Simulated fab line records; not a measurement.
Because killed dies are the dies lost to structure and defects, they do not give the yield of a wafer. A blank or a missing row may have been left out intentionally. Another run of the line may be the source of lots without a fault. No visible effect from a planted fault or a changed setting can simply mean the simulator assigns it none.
fab line records	flow sfqLine
record lots=14	wafers=42	lastDay=95
route steps=325 shown C5@249 M6@252 M7@282
lots with no fault: from the same line, run without faults
startH: hours from the record's opening day to when the first of the lot's shown wafers began	waitH: hours from the lot's prior step to this one	" the same as in the row above	L1.1+2: a row that stands for several wafers	- no value, or no start given	* or withheld: withheld	< > ~ a bound
route shown NAME@n: NAME is a module with steps in the file, n the number in the route of the first one	usual: mean/standard deviation of fault-free wafers	same: alike in all rows	chamber/n: place in a boat	sites: the reading at each site	_std_site: the values' standard deviation	_edge_site: outer sites' mean less inner sites'	radiusMm: how far each site lies from the wafer's centre	mask NAME#n: copy n	behind: tool/chamber where the wafer was last shaped	hold: cause of the lot's hold/its duration in hours/its outcome	device: the n, p or np transistor that did not switch	end of line: the same wafers' tests at the end of the route	step lacking rows: just its recipe	killed: the dies lost at the first sort to structure and to defects; this is not the yield of the wafer	map: a wafer's dies, x killed, . not, _ none there
set.NAME: the setting the step ran with; set.NAME@STEP: the setting that earlier step ran with	model.NAME: the simulator's own value behind a step, which no gauge read
a sample of lots followed through the steps of the route, with each step as a table and each wafer as a row
services: from which hour (startH, from the record's first day; less than 0 if before it) a tool's chamber was out of use, for how many hours, and why
## steps
# step SFQ_TRILAYER_C5_STRIP_STRIP_155
# recipe gas=O2	powerW=200	platenTempC=40	overashFraction=0.65	chemistry=O2	pressureMtorr=50
# usual drypumpMotorCurrentA=5.7/0.37	oesProductAu=1.004/0.007	platenTempC=40.01/0.12
# same overashFraction=0.65
lot.wafer	tool	chamber	startH	waitH	drypumpMotorCurrentA	oesProductAu	platenTempC	rfHoursCounterH
L603.3	rieMetal-03	0	1541.05	-	5.3	1.004	39.92	-
L603.4	"	1	"	"	5.3	0.994	40.12	-
L603.6	"	1	"	"	5.3	0.994	40.05	-
L604.1	rieMetal-01	0	1542.05	-	5.9	1.005	40.18	67
L604.4	"	1	"	"	5.5	1.019	40.08	-
L604.5	"	0	"	"	5.9	0.995	40.12	-
L605.1	rieMetal-03	0	1626.21	-	5.4	1.000	39.98	52
L605.4	"	0	"	"	5.4	1.000	39.86	-
L605.6	"	1	"	"	5.3	1.002	40.06	-
L609.2	rieMetal-01	1	1812.30	-	5.5	1.026	39.85	123
L609.4	"	0	"	"	5.9	1.003	40.15	-
L609.6	"	0	"	"	5.9	1.000	40.09	-
L610.1	rieMetal-04	1	1824.30	-	6.1	0.996	40.01	5
L610.4	"	0	"	"	6.2	1.001	40.12	-
L610.5	"	0	"	"	6.2	1.005	40.06	-
L612.3	rieMetal-01	0	1837.70	-	5.9	0.998	40.02	-
L612.4	"	1	"	"	5.4	1.010	40.24	-
L612.5	"	0	"	"	5.9	0.996	40.08	-
L616.1	rieMetal-03	0	1845.90	-	5.4	1.013	39.77	82
L616.2	"	1	"	"	5.3	1.004	39.92	68
L616.6	"	0	"	"	5.4	1.014	39.87	-
L617.1	rieMetal-04	0	1851.90	-	6.2	1.001	39.89	121
L617.2	"	1	"	"	6.0	0.997	39.91	8
L617.6	"	1	"	"	6.0	1.001	40.07	-
L618.1	rieMetal-04	1	1856.70	-	6.1	1.008	40.02	9
L618.2	"	0	"	"	6.2	1.008	40.13	121
L618.6	"	1	"	"	6.1	1.007	40.10	-
L619.2	rieMetal-04	0	1859.10	-	6.2	1.002	39.99	121
L619.3	"	1	"	"	6.1	1.011	40.11	-
L619.4	"	0	"	"	6.2	1.015	40.07	-
L620.1	rieMetal-03	1	1860.30	-	5.3	0.995	39.75	70
L620.5	"	1	"	"	5.3	1.007	39.88	-
L620.6	"	0	"	"	5.4	1.007	39.90	-
L622.2	rieMetal-04	0	1866.30	-	6.2	1.009	39.93	122
L622.4	"	1	"	"	6.0	0.994	40.03	-
L622.6	"	1	"	"	6.0	1.002	40.16	-
L623.2	rieMetal-03	0	1887.42	-	5.3	1.007	40.29	87
L623.3	"	1	"	"	5.3	0.992	39.96	-
L623.4	"	0	"	"	5.4	1.001	40.07	-
L625.1	rieMetal-03	0	1893.22	-	5.4	1.003	39.87	88
L625.3	"	0	"	"	5.3	0.998	39.98	-
L625.6	"	1	"	"	5.3	0.998	40.13	-
# step SFQ_TRILAYER_M6_DEP_SPUTTER_157
# recipe material=Nb	basePressurePa=1.33e-06	chamberPressurePa=0.1333	substrateTempC=20	targetThkNm=200	powerW=2000	timeS=133.3
# usual basePressurePa=1.33e-06/1e-07	substrateTempC=19.99/0.12	throttleValvePct=29.5/1.4
lot.wafer	tool	chamber	startH	waitH	basePressurePa	substrateTempC	throttleValvePct
L603.3	pvdSputter-05	-	1541.66	0.0	1.3e-06	19.91	26.7
L603.4	"	-	"	"	1.33e-06	20.11	30.2
L603.6	"	-	"	"	1.51e-06	20.03	30.2
L604.1	pvdSputter-06	-	1542.86	0.0	1.36e-06	20.06	30.2
L604.4	"	-	"	"	1.38e-06	19.91	30.8
L604.5	"	-	"	"	1.46e-06	19.83	29.6
L605.1	pvdSputter-06	-	1627.22	0.0	1.34e-06	20.00	30.0
L605.4	"	-	"	"	1.34e-06	20.23	31.0
L605.6	"	-	"	"	1.31e-06	19.95	27.1
L609.2	pvdSputter-03	-	1813.11	0.0	1.39e-06	20.02	31.2
L609.4	"	-	"	"	1.37e-06	19.75	28.5
L609.6	"	-	"	"	1.29e-06	20.05	30.3
L610.1	pvdSputter-06	-	1825.11	0.0	1.37e-06	19.83	31.2
L610.4	"	-	"	"	1.36e-06	19.90	27.3
L610.5	"	-	"	"	1.49e-06	20.15	30.0
L612.3	pvdSputter-03	-	1838.31	0.0	1.37e-06	19.97	29.4
L612.4	"	-	"	"	1.35e-06	19.98	28.8
L612.5	"	-	"	"	1.25e-06	20.00	31.1
L616.1	pvdSputter-03	-	1846.71	0.0	1.38e-06	20.15	30.4
L616.2	"	-	"	"	1.32e-06	20.05	31.2
L616.6	"	-	"	"	1.36e-06	19.71	29.5
L617.1	pvdSputter-06	-	1852.71	0.0	1.43e-06	19.96	30.8
L617.2	"	-	"	"	1.35e-06	20.12	27.4
L617.6	"	-	"	"	1.31e-06	20.00	29.8
L618.1	pvdSputter-06	-	1857.51	0.0	1.34e-06	20.16	30.9
L618.2	"	-	"	"	1.4e-06	19.82	27.1
L618.6	"	-	"	"	1.24e-06	20.20	31.0
L619.2	pvdSputter-03	-	1859.91	0.0	1.28e-06	19.95	29.4
L619.3	"	-	"	"	1.25e-06	20.12	30.6
L619.4	"	-	"	"	1.35e-06	20.04	31.3
L620.1	pvdSputter-06	-	1861.11	0.0	1.28e-06	20.03	31.0
L620.5	"	-	"	"	1.35e-06	20.07	30.2
L620.6	"	-	"	"	1.16e-06	20.01	29.4
L622.2	pvdSputter-03	-	1867.11	0.0	1.47e-06	20.01	30.6
L622.4	"	-	"	"	1.26e-06	19.99	29.4
L622.6	"	-	"	"	1.18e-06	20.01	31.3
L623.2	pvdSputter-03	-	1888.23	0.0	1.34e-06	20.15	28.7
L623.3	"	-	"	"	1.5e-06	19.83	30.5
L623.4	"	-	"	"	1.41e-06	20.08	29.5
L625.1	pvdSputter-05	-	1894.03	0.0	1.4e-06	20.17	30.2
L625.3	"	-	"	"	1.36e-06	20.00	30.1
L625.6	"	-	"	"	1.3e-06	19.85	31.1
# step SFQ_M6_RS_MEAS_938
# recipe thkMeasGauge=four-point-probe	reads=Nb_of_TRILAYER_M6_DEP_SPUTTER_157
# usual M6_NB_RS=0.886/0.0088
lot.wafer	tool	chamber	startH	waitH	M6_NB_RS[ohm/sq]
L603.3	filmMetro-03	-	1541.79	0.1	0.886
L603.4	"	-	"	"	0.885
L603.6	"	-	"	"	0.885
L604.1	filmMetro-03	-	1542.96	0.1	0.878
L604.4	"	-	"	"	0.899
L604.5	"	-	"	"	0.893
L605.1	filmMetro-01	-	1627.31	0.0	0.886
L605.4	"	-	"	"	0.896
L605.6	"	-	"	"	0.894
L609.2	filmMetro-01	-	1813.22	0.1	0.882
L609.4	"	-	"	"	0.885
L609.6	"	-	"	"	0.893
L610.1	filmMetro-01	-	1825.20	0.0	0.886
L610.4	"	-	"	"	0.881
L610.5	"	-	"	"	0.881
L612.3	filmMetro-04	-	1838.44	0.1	0.888
L612.4	"	-	"	"	0.885
L612.5	"	-	"	"	0.889
L616.1	filmMetro-01	-	1846.80	0.0	0.891
L616.2	"	-	"	"	0.883
L616.6	"	-	"	"	0.880
L617.1	filmMetro-01	-	1852.80	0.0	0.879
L617.2	"	-	"	"	0.876
L617.6	"	-	"	"	0.874
L618.1	filmMetro-01	-	1857.60	0.0	0.878
L618.2	"	-	"	"	0.879
L618.6	"	-	"	"	0.882
L619.2	filmMetro-04	-	1860.02	0.1	0.891
L619.3	"	-	"	"	0.901
L619.4	"	-	"	"	0.897
L620.1	filmMetro-04	-	1861.20	0.0	0.875
L620.5	"	-	"	"	0.868
L620.6	"	-	"	"	0.885
L622.2	filmMetro-01	-	1867.22	0.1	0.898
L622.4	"	-	"	"	0.883
L622.6	"	-	"	"	0.890
L623.2	filmMetro-03	-	1888.34	0.1	0.890
L623.3	"	-	"	"	0.900
L623.4	"	-	"	"	0.886
L625.1	filmMetro-03	-	1894.12	0.0	0.882
L625.3	"	-	"	"	0.888
L625.6	"	-	"	"	0.876
# step SFQ_TRILAYER_M7_DEP_SPUTTER_175
# recipe material=Nb	basePressurePa=1.33e-06	chamberPressurePa=0.1333	substrateTempC=20	targetThkNm=200	powerW=2000	timeS=133.3
# usual basePressurePa=1.33e-06/8.6e-08	substrateTempC=20.01/0.1	throttleValvePct=30.0/1.3
lot.wafer	tool	chamber	startH	waitH	basePressurePa	substrateTempC	throttleValvePct
L603.3	pvdSputter-03	-	1782.90	0.0	1.3e-06	19.84	30.5
L603.4	"	-	"	"	1.36e-06	20.03	31.0
L603.6	"	-	"	"	1.27e-06	19.87	28.3
L604.1	pvdSputter-04	-	1787.10	0.0	1.33e-06	20.07	31.5
L604.4	"	-	"	"	1.5e-06	20.00	31.1
L604.5	"	-	"	"	1.51e-06	20.02	31.0
L605.1	pvdSputter-06	-	1839.57	0.0	1.54e-06	19.95	31.2
L605.4	"	-	"	"	1.3e-06	19.97	29.1
L605.6	"	-	"	"	1.36e-06	20.16	27.3
L609.2	pvdSputter-04	-	1924.09	0.0	1.23e-06	20.05	31.6
L609.4	"	-	"	"	1.41e-06	19.97	30.7
L609.6	"	-	"	"	1.23e-06	20.04	31.1
L610.1	pvdSputter-04	-	1937.07	0.0	1.36e-06	19.96	31.5
L610.4	"	-	"	"	1.43e-06	19.87	31.3
L610.5	"	-	"	"	1.3e-06	19.93	31.3
L612.3	pvdSputter-04	-	1955.08	0.0	1.38e-06	20.00	30.5
L612.4	"	-	"	"	1.27e-06	20.12	31.3
L612.5	"	-	"	"	1.26e-06	20.00	31.1
L616.1	pvdSputter-06	-	1971.22	0.0	1.31e-06	20.04	30.6
L616.2	"	-	"	"	1.32e-06	20.01	30.2
L616.6	"	-	"	"	1.36e-06	20.01	29.2
L617.1	pvdSputter-06	-	1979.62	0.0	1.42e-06	20.19	31.2
L617.2	"	-	"	"	1.28e-06	19.90	29.6
L617.6	"	-	"	"	1.4e-06	19.93	27.2
L618.1	pvdSputter-06	-	1985.62	0.0	1.39e-06	20.03	30.1
L618.2	"	-	"	"	1.23e-06	19.84	29.5
L618.6	"	-	"	"	1.34e-06	20.03	27.0
L619.2	pvdSputter-03	-	1991.62	0.0	1.41e-06	19.82	30.4
L619.3	"	-	"	"	1.4e-06	19.97	29.6
L619.4	"	-	"	"	1.28e-06	19.83	31.0
L620.1	pvdSputter-06	-	1994.02	0.0	1.3e-06	20.03	30.7
L620.5	"	-	"	"	1.3e-06	19.99	30.9
L620.6	"	-	"	"	1.32e-06	20.23	30.0
L622.2	pvdSputter-03	-	2003.63	0.0	1.32e-06	19.87	31.2
L622.4	"	-	"	"	1.32e-06	20.13	28.5
L622.6	"	-	"	"	1.45e-06	20.06	28.8
L623.2	pvdSputter-04	-	2019.28	0.0	1.36e-06	20.00	31.4
L623.3	"	-	"	"	1.3e-06	20.02	30.8
L623.4	"	-	"	"	1.45e-06	20.03	30.9
L625.1	pvdSputter-03	-	2024.02	0.0	1.33e-06	20.18	30.2
L625.3	"	-	"	"	1.23e-06	20.02	28.7
L625.6	"	-	"	"	1.28e-06	20.11	29.6
# step SFQ_M7_RS_MEAS_943
# recipe thkMeasGauge=four-point-probe	reads=Nb_of_TRILAYER_M7_DEP_SPUTTER_175
# usual M7_NB_RS=0.888/0.0085
lot.wafer	tool	chamber	startH	waitH	M7_NB_RS[ohm/sq]
L603.3	filmMetro-01	-	1783.03	0.1	0.880
L603.4	"	-	"	"	0.873
L603.6	"	-	"	"	0.866
L604.1	filmMetro-04	-	1787.19	0.0	0.896
L604.4	"	-	"	"	0.899
L604.5	"	-	"	"	0.894
L605.1	filmMetro-04	-	1839.66	0.0	0.895
L605.4	"	-	"	"	0.892
L605.6	"	-	"	"	0.898
L609.2	filmMetro-02	-	1924.20	0.1	0.889
L609.4	"	-	"	"	0.883
L609.6	"	-	"	"	0.894
L610.1	filmMetro-01	-	1937.16	0.0	0.891
L610.4	"	-	"	"	1.187
L610.5	"	-	"	"	0.889
L612.3	filmMetro-01	-	1955.21	0.1	0.880
L612.4	"	-	"	"	1.186
L612.5	"	-	"	"	0.894
L616.1	filmMetro-04	-	1971.31	0.0	0.873
L616.2	"	-	"	"	0.878
L616.6	"	-	"	"	0.879
L617.1	filmMetro-01	-	1979.71	0.0	0.876
L617.2	"	-	"	"	0.879
L617.6	"	-	"	"	0.890
L618.1	filmMetro-04	-	1985.71	0.0	0.892
L618.2	"	-	"	"	0.893
L618.6	"	-	"	"	0.884
L619.2	filmMetro-01	-	1991.73	0.1	0.888
L619.3	"	-	"	"	0.887
L619.4	"	-	"	"	0.887
L620.1	filmMetro-02	-	1994.11	0.0	0.891
L620.5	"	-	"	"	0.893
L620.6	"	-	"	"	0.906
L622.2	filmMetro-01	-	2003.74	0.1	0.891
L622.4	"	-	"	"	0.886
L622.6	"	-	"	"	0.888
L623.2	filmMetro-01	-	2019.39	0.1	0.884
L623.3	"	-	"	"	0.873
L623.4	"	-	"	"	0.880
L625.1	filmMetro-04	-	2024.11	0.0	0.876
L625.3	"	-	"	"	0.878
L625.6	"	-	"	"	0.887
# step SFQ_TRILAYER_M7_ETCH_METAL_ETCH_180
# recipe target=Nb	stopOn=SiO2	maskMaterial=PR	chemistry=Cl2/Ar	targetDepthNm=240	icpW=600	biasW=80	pressureMtorr=10	timeS=120
# usual drypumpMotorCurrentA=5.6/0.35	oesProductAu=0.895/0.0065
lot.wafer	tool	chamber	startH	waitH	drypumpMotorCurrentA	oesProductAu	rfHoursCounterH
L603.3	rieMetal-02	1	1795.39	0.1	6.3	0.896	-
L603.4	"	0	"	"	5.4	0.904	-
L603.6	"	0	"	"	5.4	0.913	-
L604.1	rieMetal-02	1	1796.55	0.0	6.3	0.888	39
L604.4	"	1	"	"	6.2	0.890	-
L604.5	"	0	"	"	5.4	0.893	-
L605.1	rieMetal-03	1	1842.31	0.0	5.3	0.893	67
L605.4	"	0	"	"	5.4	0.895	-
L605.6	"	1	"	"	5.3	0.889	-
L609.2	rieMetal-01	0	2009.72	0.0	5.9	0.896	4
L609.4	"	1	"	"	5.4	0.891	-
L609.6	"	0	"	"	5.8	0.885	-
L610.1	rieMetal-03	1	2015.72	0.0	5.3	0.892	94
L610.4	"	1	"	"	5.3	0.761	-
L610.5	"	1	"	"	5.3	0.897	-
L612.3	rieMetal-01	1	2029.56	0.1	5.5	0.902	-
L612.4	"	0	"	"	5.9	0.761	-
L612.5	"	1	"	"	5.4	0.886	-
L616.1	rieMetal-01	1	2039.87	0.0	5.4	0.903	21
L616.2	"	0	"	"	5.9	0.902	9
L616.6	"	1	"	"	5.5	0.905	-
L617.1	rieMetal-02	1	2047.07	0.0	6.3	0.904	79
L617.2	"	0	"	"	5.4	0.903	141
L617.6	"	0	"	"	5.4	0.900	-
L618.1	rieMetal-03	1	2053.07	0.0	5.3	0.890	100
L618.2	"	0	"	"	5.3	0.890	115
L618.6	"	0	"	"	5.4	0.900	-
L619.2	rieMetal-02	1	2060.27	0.0	6.3	0.903	82
L619.3	"	0	"	"	5.4	0.900	-
L619.4	"	1	"	"	6.2	0.894	-
L620.1	rieMetal-01	1	2063.87	0.0	5.5	0.898	25
L620.5	"	0	"	"	5.9	0.895	-
L620.6	"	1	"	"	5.5	0.886	-
L622.2	rieMetal-01	1	2075.65	0.0	5.5	0.885	26
L622.4	"	1	"	"	5.4	0.899	-
L622.6	"	1	"	"	5.4	0.897	-
L623.2	rieMetal-03	0	2091.27	0.1	5.3	0.897	120
L623.3	"	0	"	"	5.4	0.901	-
L623.4	"	1	"	"	5.3	0.892	-
L625.1	rieMetal-02	0	2098.45	0.0	5.4	0.900	1
L625.3	"	0	"	"	5.4	0.897	-
L625.6	"	1	"	"	6.2	0.902	-
## services
tool	chamber	startH	hours	kind
rieMetal-04	1	1535.69	44.0	repair
rieMetal-04	-	1545.24	0.8	repair
rieMetal-04	0	1545.38	7.4	repair
rieMetal-03	-	1581.35	2.8	pm
pvdSputter-06	-	1583.50	20.3	repair
pvdSputter-03	-	1591.52	5.4	repair
pvdSputter-06	-	1597.28	3.2	repair
pvdSputter-06	-	1613.41	4.8	repair
rieMetal-03	0	1642.64	11.3	repair
rieMetal-01	-	1697.98	1.4	pm
rieMetal-02	1	1724.98	5.9	repair
rieMetal-03	1	1740.91	10.2	repair
rieMetal-01	1	1755.90	3.2	repair
pvdSputter-03	-	1793.71	10.1	repair
pvdSputter-06	-	1815.70	5.2	repair
pvdSputter-04	-	1865.09	2.7	repair
pvdSputter-03	-	1895.56	3.8	repair
pvdSputter-04	-	1945.80	2.1	repair
pvdSputter-03	-	1954.09	5.5	repair
rieMetal-01	-	1979.37	2.8	pm
rieMetal-03	1	2006.65	2.2	repair
rieMetal-04	-	2010.27	0.1	repair
rieMetal-02	-	2067.98	1.4	repair
pvdSputter-04	-	2071.67	2.7	repair
## key
firstSign step=SFQ_M7_RS_MEAS_943	reading=M7_NB_RS	direction=up	sigmas=35	usual=0.888	struck=1.186
effect step=SFQ_TRILAYER_M7_ETCH_METAL_ETCH_180	reading=oesProductAu	direction=down	sigmas=21	usual=0.895	struck=0.761
metAt SFQ_TRILAYER_M7_DEP_SPUTTER_175
struckLots L610,L612
struckWafers L610.4,L612.4
notActingAt SFQ_TRILAYER_C5_STRIP_STRIP_155,SFQ_TRILAYER_M6_DEP_SPUTTER_157,SFQ_M6_RS_MEAS_938
onsetBetween 1924.09 1937.07
fault kind=processParameterDrift	tool=pvdSputter-04	chamber=-	onsetH=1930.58	steps=SFQ_TRILAYER_M7_DEP_SPUTTER_175	channel=targetThkNm	offset=-49.302	shape=step	endH=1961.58	scope=struckWafersOnly	actsIn=theseRecipesOnly	stated=200
